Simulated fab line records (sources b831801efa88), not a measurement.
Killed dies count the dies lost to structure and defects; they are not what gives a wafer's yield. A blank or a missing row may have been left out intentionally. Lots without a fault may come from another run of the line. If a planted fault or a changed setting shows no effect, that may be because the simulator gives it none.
A struck lot beside a sound one ; flow sky130 ; 15 steps out of a route of 708
Sound: wafers L522.1, L522.3, L522.5. Wafers L523.2, L523.3, L523.4 were the ones struck. At the end, the cause is stated.
Order at every step that has rows: each side's tool, ch and its chambers, its first start. Under that, the readings that differ: sound wafers ; struck wafers ; difference of the means ; sigmas: that difference in standard deviations of wafers without a fault.
alike: a reading whose means differ by less than 2 such deviations, as well as words and numbers matching on both sides. not compared: withheld readings; readings where some wafer has no value; bounds like >300 that might hide an equal value; numbers whose values overlap and for which the record gives no deviation.
The two part at a step that has a row with sigmas, a row that says differs or no value, or rows on one side only. Numbers that have no deviation but don't overlap get no sigmas and don't part them. A reading missing from all wafers of one side parts the sides only when that side holds two or more wafers.

SKY_SPACER_ETCHBACK_02: etches Si3N4 in CH3F/O2, stops on SiO2, time 46.7 s, target depth 45 nm.
  sound on rieDiel-02 ch 0,1, day 23 23:23; struck on rieDiel-02 ch 1,2,3, day 25 18:37
  alike: drypumpMotorCurrentA, oesProductAu, throttleValvePct
  not compared: rfHoursCounterH
then, 8 steps without rows for these wafers: SKY_POLY_CUT_DEHYDRATE_00 (time 60 s); SKY_POLY_CUT_HMDS_01 (prime time 60 s); SKY_POLY_CUT_COAT_02 (resist thk 60 nm); SKY_POLY_CUT_COAT_03 (resist thk 450 nm); SKY_POLY_CUT_SOFTBAKE_04 (time 90 s); SKY_POLY_CUT_EXPOSE_05 (exposes mask NPCM, target cd 270 nm); SKY_POLY_CUT_PEB_06; SKY_POLY_CUT_DEVELOP_07 (develop time 60 s).
SKY_POLY_CUT_CD_MEAS_08: target cd 270 nm.
  sound on cdSem-01, day 25 04:33; struck on cdSem-02, day 27 00:10
  alike: cdNm
SKY_POLY_CUT_OVL_MEAS_09:
  sound on overlay-01, day 25 04:40; struck on overlay-02, day 27 00:16
reading;sound;struck;difference;sigmas
POLY_CUT_OVL (nm);8 5 10;-8 -8 -1;-13;-2
SKY_POLY_CUT_ETCH_10: etches BARC in N2/H2, stops on SiO2, time 45.9 s, target depth 60 nm.
  sound on rieDiel-02 ch 0,1,3, day 25 04:42; struck on rieDiel-01 ch 1,2,3, day 27 00:18
reading;sound;struck;difference;sigmas
throttleValvePct (%);13.208 13.218 13.215;13.227 13.232 13.243;+0.020;+2
  alike: biasW, chamberPressureMTorr, drypumpMotorCurrentA, oesProductAu
  not compared: rfHoursCounterH
SKY_POLY_CUT_ETCH_11: etches Si3N4 in CF4/CH2F2/Ar, stops on poly-Si, time 42.5 s, target depth 60 nm.
  sound on rieDiel-02 ch 0,1,3, day 25 04:45; struck on rieDiel-01 ch 1,2,3, day 27 00:21
  no value came back on the struck wafers for any of 6 readings (biasW (W), cf4FlowSccm (sccm) and others); on the sound wafers biasW (W) reads 149.9 150.1 150.8
  not compared: rfHoursCounterH
SKY_POLY_CUT_STRIP_12: strips in O2/N2.
  sound on plasmaAsher-02 ch 0,1, day 25 04:47; struck on plasmaAsher-04 ch 0,1, day 27 00:23
  alike: drypumpMotorCurrentA, oesProductAu, stripTimeToEndpointS
  not compared: rfHoursCounterH
-- the record jumps here: 21 days lie between the struck wafers' starts before and after (it left off in module POLY_CUT and takes up again in module PAD_OPEN, whose first step shown is number 708 of the route) --
SKY_PAD_OPEN_PROBE_99:
  sound on prober-01, day 46 11:15; struck on prober-02, day 47 15:08
reading;sound;struck;difference;sigmas
hold;- - -;awaitDispo/1.2h/scrap awaitDispo/1.2h/scrap awaitDispo/1.2h/scrap;no value on the sound wafers;
killedAtFrontEnd;24 8 12;410 416 425;+402;+89
killedDies;101 72 77;492 492 492;+409;+41
killedOnRim;24 18 18;96 96 96;+76;+20
  alike: killed_at_M0_to_M3, killed_at_M4_up, killedAtContacts, killedAtOther, killedOpen, killedShort

WHERE THEY PART
First at SKY_POLY_CUT_OVL_MEAS_09; last, within this record, at SKY_PAD_OPEN_PROBE_99.

WHY: what had been put in by the simulator
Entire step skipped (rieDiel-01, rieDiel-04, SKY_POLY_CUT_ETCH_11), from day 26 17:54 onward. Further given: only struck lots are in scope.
